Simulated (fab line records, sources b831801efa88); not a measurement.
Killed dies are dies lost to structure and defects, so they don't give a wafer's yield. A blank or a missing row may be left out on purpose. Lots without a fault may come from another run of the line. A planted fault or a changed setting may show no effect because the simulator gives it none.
fab line records | flow gf180mcu
record lots=14 wafers=42 last_day=34
route steps=602 shown STI@31 LVPWELL@61 MVSD@70 VT_IMPLANT@99
lots that met no fault: from a run of the same line without faults
start_h: hours from the record's first day to the start of the lot's first wafer shown | wait_h: hours since the lot's step before | " the same as in the row above | L1.1+2: a row that stands for several wafers | - no value, or no start given | * or withheld: withheld | < > ~ a bound
route shown NAME@n: a module of which the file shows steps, and the number in the route of the first | usual: mean/standard deviation of fault-free wafers | same: alike in all rows | chamber/n: place in a boat | sites: the reading at each site | _std_site: their standard deviation | _edge_site: outer sites' mean less inner sites' | radius_mm: how far each site lies from the wafer's centre | mask NAME#n: copy n | behind: the tool/chamber that last shaped the wafer | hold: why the lot was held/for how many hours/how that ended | device: the transistor (n, p or np) that didn't switch | end of line: the same wafers' tests at the end of the route | a step without rows: its recipe alone | killed: dies lost to structure and defects at the first sort, not the wafer's yield | map: a wafer's dies, x killed, . not, _ none there
set.NAME: the setting as run; set.NAME@STEP: as run at that earlier step | model.NAME: the simulator's own value behind a step, which no gauge read
steps of the route over a sample of lots; a table a step, a row a wafer
services: from which hour (start_h, from the record's first day; less than 0 if before it) a tool's chamber was out of use, for how many hours, and why
## steps
# step GF_STI_THK_MEAS_30
# recipe reads=SiO2_of_STI_OXIDATION_29
# usual STI_OXIDATION_02_THK=10.05/0.14
# columns lot.wafer tool chamber start_h wait_h STI_OXIDATION_02_THK[nm]
L571.1 film_metro-03 - 36.68 0.0 9.93
L571.2 " - " " 9.90
L571.4 " - " " 10.04
L572.2 film_metro-01 - 42.92 0.0 9.92
L572.3 " - " " 10.01
L572.4 " - " " 10.13
L574.3 film_metro-01 - 51.33 0.0 10.15
L574.4 " - " " 10.21
L574.5 " - " " 10.47
L576.2 film_metro-04 - 61.20 0.0 10.02
L576.3 " - " " 10.03
L576.4 " - " " 10.09
L577.3 film_metro-01 - 66.22 0.0 10.13
L577.4 " - " " 10.11
L577.6 " - " " 10.10
L578.3 film_metro-03 - 71.71 0.0 10.22
L578.4 " - " " 9.89
L578.5 " - " " 9.93
L580.1 film_metro-03 - 82.91 0.0 10.14
L580.2 " - " " 10.13
L580.5 " - " " 10.11
L581.1 film_metro-03 - 87.97 0.0 10.01
L581.3 " - " " 9.90
L581.6 " - " " 9.85
L582.2 film_metro-03 - 92.28 0.0 10.24
L582.4 " - " " 10.27
L582.6 " - " " 10.07
L583.1 film_metro-01 - 96.58 0.0 9.96
L583.4 " - " " 9.88
L583.6 " - " " 9.76
L587.1 film_metro-01 - 126.83 0.0 10.04
L587.4 " - " " 10.07
L587.5 " - " " 9.94
L588.1 film_metro-03 - 133.92 0.0 9.87
L588.4 " - " " 10.02
L588.6 " - " " 10.18
L590.1 film_metro-01 - 136.58 0.0 10.20
L590.2 " - " " 10.24
L590.5 " - " " 10.12
L593.2 film_metro-01 - 150.19 0.0 10.05
L593.3 " - " " 10.12
L593.6 " - " " 10.02
# step GF_LVPWELL_OVL_MEAS_07
# usual LVPWELL_OVL=-0.2/1.3
# columns lot.wafer tool chamber start_h wait_h LVPWELL_OVL[nm]
L571.1 overlay-02 - 76.12 - 0.0
L571.2 " - " " 1.3
L571.4 " - " " 0.0
L572.2 overlay-01 - 82.27 - -0.7
L572.3 " - " " -2.2
L572.4 " - " " -1.9
L574.3 overlay-01 - 92.36 - -1.2
L574.4 " - " " -1.4
L574.5 " - " " -0.7
L576.2 overlay-01 - 103.05 - 0.6
L576.3 " - " " -0.3
L576.4 " - " " -0.7
L577.3 overlay-02 - 108.23 - -0.1
L577.4 " - " " -1.1
L577.6 " - " " -0.2
L578.3 overlay-02 - 113.18 - -1.4
L578.4 " - " " -0.3
L578.5 " - " " -1.4
L580.1 overlay-02 - 125.62 - 1.4
L580.2 " - " " 0.1
L580.5 " - " " 1.0
L581.1 overlay-01 - 130.90 - 0.9
L581.3 " - " " 1.4
L581.6 " - " " 2.0
L582.2 overlay-02 - 134.05 - 2.7
L582.4 " - " " 0.0
L582.6 " - " " 0.4
L583.1 overlay-02 - 139.07 - -1.9
L583.4 " - " " -1.9
L583.6 " - " " -0.9
L587.1 overlay-01 - 172.67 - 0.2
L587.4 " - " " 1.5
L587.5 " - " " 0.3
L588.1 overlay-01 - 182.39 - 1.7
L588.4 " - " " 2.5
L588.6 " - " " 3.1
L590.1 overlay-01 - 185.12 - -0.8
L590.2 " - " " -1.8
L590.5 " - " " -0.7
L593.2 overlay-01 - 200.00 - 0.0
L593.3 " - " " -2.2
L593.6 " - " " -0.9
# step GF_MVSD_EXPOSE_04
# recipe mask_id=MVSD target_cd_nm=1000 na=0.6 source_shape=conventional sigma_outer=0.6 dose_mj=260
# usual exposure_dose_mJ_cm2=259.91/0.27 focus_offset_nm=0.1/0.48
# columns lot.wafer tool chamber start_h wait_h mask exposure_dose_mJ_cm2 focus_offset_nm
L571.1 iline_stepper-01 0 83.58 - MVSD#0 259.95 -0.1
L571.2 " 0 " " MVSD#0 259.31 -0.2
L571.4 " 0 " " MVSD#0 259.21 -0.2
L572.2 iline_stepper-02 0 89.70 - MVSD#0 259.90 0.9
L572.3 " 0 " " MVSD#0 260.24 -0.5
L572.4 " 0 " " MVSD#0 260.16 0.0
L574.3 iline_stepper-01 0 99.79 - MVSD#0 259.51 0.1
L574.4 " 0 " " MVSD#0 260.23 -0.6
L574.5 " 0 " " MVSD#0 259.94 0.1
L576.2 iline_stepper-01 0 110.61 - MVSD#0 259.56 -0.2
L576.3 " 0 " " MVSD#0 259.68 -0.2
L576.4 " 0 " " MVSD#0 259.57 -0.2
L577.3 iline_stepper-01 0 115.86 - MVSD#0 259.73 0.4
L577.4 " 0 " " MVSD#0 259.53 -0.1
L577.6 " 0 " " MVSD#0 259.78 0.0
L578.3 iline_stepper-01 0 120.36 - MVSD#0 259.93 0.0
L578.4 " 0 " " MVSD#0 259.77 0.4
L578.5 " 0 " " MVSD#0 259.49 0.1
L580.1 iline_stepper-01 0 133.21 - MVSD#0 259.81 0.0
L580.2 " 0 " " MVSD#0 259.77 0.4
L580.5 " 0 " " MVSD#0 260.23 0.0
L581.1 iline_stepper-01 0 138.65 - MVSD#0 260.05 0.6
L581.3 " 0 " " MVSD#0 260.25 0.9
L581.6 " 0 " " MVSD#0 260.49 0.1
L582.2 iline_stepper-02 0 141.71 - MVSD#0 259.80 -1.7
L582.4 " 0 " " MVSD#0 259.79 0.6
L582.6 " 0 " " MVSD#0 259.68 0.2
L583.1 iline_stepper-01 0 146.54 - MVSD#0 260.11 0.1
L583.4 " 0 " " MVSD#0 259.58 0.1
L583.6 " 0 " " MVSD#0 259.84 0.1
L587.1 iline_stepper-02 - 181.27 - MVSD#0 - -
L587.4 " - " " MVSD#0 - -
L587.5 " - " " MVSD#0 - -
L588.1 iline_stepper-01 - 191.64 - MVSD#0 - -
L588.4 " - " " MVSD#0 - -
L588.6 " - " " MVSD#0 - -
L590.1 iline_stepper-01 0 194.07 - MVSD#0 260.41 0.3
L590.2 " 0 " " MVSD#0 260.04 0.0
L590.5 " 0 " " MVSD#0 259.98 0.0
L593.2 iline_stepper-02 0 209.81 - MVSD#0 259.93 -0.3
L593.3 " 0 " " MVSD#0 260.05 0.1
L593.6 " 0 " " MVSD#0 259.54 0.3
# step GF_VT_IMPLANT_STRIP_09
# recipe chemistry=O2/N2 power_w=1400 pressure_mtorr=1500 platen_temp_c=250 o2_flow_sccm=3000 n2_flow_sccm=300 overash_fraction=0.5
# usual chamber_pressure_mTorr=1499.9/1.3 drypump_motor_current_A=5.8/0.41 heater_power_w=350/38 oes_product_au=0.716/0.0044 strip_time_to_endpoint_s=12.65/0.035
# same overash_fraction=0.5
# columns lot.wafer tool chamber start_h wait_h chamber_pressure_mTorr drypump_motor_current_A heater_power_w oes_product_au rf_hours_counter_h strip_time_to_endpoint_s
L571.1 plasma_asher-04 0 119.69 0.1 1500.6 6.1 301 0.719 31 12.57
L571.2 " 1 " " 1500.2 5.6 397 0.715 31 12.58
L571.4 " 1 " " 1501.3 5.6 399 0.716 - 12.58
L572.2 plasma_asher-02 1 126.10 0.1 1500.7 5.5 310 0.721 49 12.66
L572.3 " 0 " " 1499.4 5.6 341 0.707 - 12.62
L572.4 " 1 " " 1500.5 5.5 330 0.714 - 12.64
L574.3 plasma_asher-04 1 134.72 0.1 1498.9 5.6 408 0.712 - 12.62
L574.4 " 0 " " 1499.0 6.1 314 0.716 - 12.63
L574.5 " 1 " " 1499.0 5.7 400 0.718 - 12.67
L576.2 plasma_asher-01 1 146.18 0.1 1496.8 5.6 391 0.716 50 12.60
L576.3 " 0 " " 1500.3 6.7 351 0.718 - 12.58
L576.4 " 1 " " 1500.2 5.6 391 0.718 - 12.65
L577.3 plasma_asher-04 0 152.79 0.1 1501.6 6.1 306 0.713 - 12.66
L577.4 " 1 " " 1501.0 5.6 403 0.720 - 12.69
L577.6 " 1 " " 1501.8 5.6 403 0.719 - 12.69
L578.3 plasma_asher-01 1 157.96 0.1 1498.7 5.6 393 0.710 - 12.65
L578.4 " 0 " " 1498.3 6.7 340 0.713 - 12.60
L578.5 " 0 " " 1498.5 6.8 350 0.717 - 12.65
L580.1 plasma_asher-04 0 171.78 0.1 1500.2 6.1 306 0.708 36 12.66
L580.2 " 1 " " 1500.3 5.7 397 0.708 36 12.65
L580.5 " 0 " " 1499.8 6.1 304 0.717 - 12.63
L581.1 plasma_asher-04 1 178.65 0.1 1499.5 5.6 408 0.710 37 12.67
L581.3 " 1 " " 1499.0 5.6 407 0.715 - 12.70
L581.6 " 0 " " 1499.0 6.1 305 0.719 - 12.73
L582.2 plasma_asher-02 0 181.63 0.1 1500.1 5.6 335 0.717 55 12.61
L582.4 " 1 " " 1502.8 5.4 316 0.713 - 12.64
L582.6 " 1 " " 1498.3 5.4 322 0.714 - 12.65
L583.1 plasma_asher-04 1 187.55 0.1 1498.4 5.6 413 0.715 37 12.64
L583.4 " 1 " " 1500.0 5.6 405 0.724 - 12.63
L583.6 " 0 " " 1500.5 6.1 304 0.715 - 12.65
L587.1 plasma_asher-02 1 225.88 0.1 1500.5 5.4 324 0.713 59 12.65
L587.4 " 0 " " 1501.6 5.6 328 0.715 - 12.60
L587.5 " 1 " " 1499.8 5.4 325 0.713 - 12.62
L588.1 plasma_asher-04 0 236.68 0.1 1501.9 6.1 313 0.717 43 12.56
L588.4 " 1 " " 1500.9 5.6 396 0.718 - 12.58
L588.6 " 1 " " 1500.5 5.6 404 0.714 - 12.63
L590.1 plasma_asher-02 0 239.05 0.1 1502.0 5.6 336 0.712 61 12.58
L590.2 " 1 " " 1498.6 5.5 323 0.719 61 12.59
L590.5 " 0 " " 1500.8 5.6 331 0.722 - 12.62
L593.2 plasma_asher-02 1 255.43 0.1 1500.6 5.4 324 0.711 62 12.59
L593.3 " 0 " " 1498.6 5.6 338 0.719 - 12.61
L593.6 " 1 " " 1500.0 5.5 325 0.719 - 12.62
## services
# columns tool chamber start_h hours kind
iline_stepper-01 - 75.35 2.1 pm
iline_stepper-01 - 77.44 - consumable_replace:lamp
iline_stepper-01 - 77.44 1.7 pm
plasma_asher-04 - 79.20 14.6 pm
plasma_asher-04 - 99.52 0.5 repair
plasma_asher-04 - 106.92 1.2 repair
iline_stepper-02 - 108.32 25.3 repair
iline_stepper-01 0 153.81 - calibration
iline_stepper-02 - 159.60 1.7 pm
iline_stepper-02 - 166.59 1.9 repair
iline_stepper-02 - 185.10 4.4 pm
plasma_asher-01 - 254.43 0.4 repair
## key
first_sign step=GF_MVSD_EXPOSE_04 reading=tool_record direction=missing
effect none on later readings
met_at GF_MVSD_EXPOSE_04
struck_lots L587,L588
sort_left_out L587.1,L587.4,L587.5,L588.1,L588.4,L588.6
tester_left_out L587,L588
not_acting_at GF_STI_THK_MEAS_30,GF_LVPWELL_OVL_MEAS_07,GF_VT_IMPLANT_STRIP_09
onset_between 146.54 181.27
fault kind=skipped_step_whole tool=iline_stepper-01,iline_stepper-02 chamber=- onset_h=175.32 steps=GF_MVSD_EXPOSE_04 scope=struck_lots_only
# tester_left_out: of these lots the tester's yield and bins aren't shown, on N5 and GAA mostly nor the transistor test; their killed dies are dies lost to structure and defects alone, not to doping, threshold or leakage, so they don't give the yield
# sort_left_out: the simulated sort isn't trusted on such a fault, so these wafers' sort isn't shown, and their yield isn't known
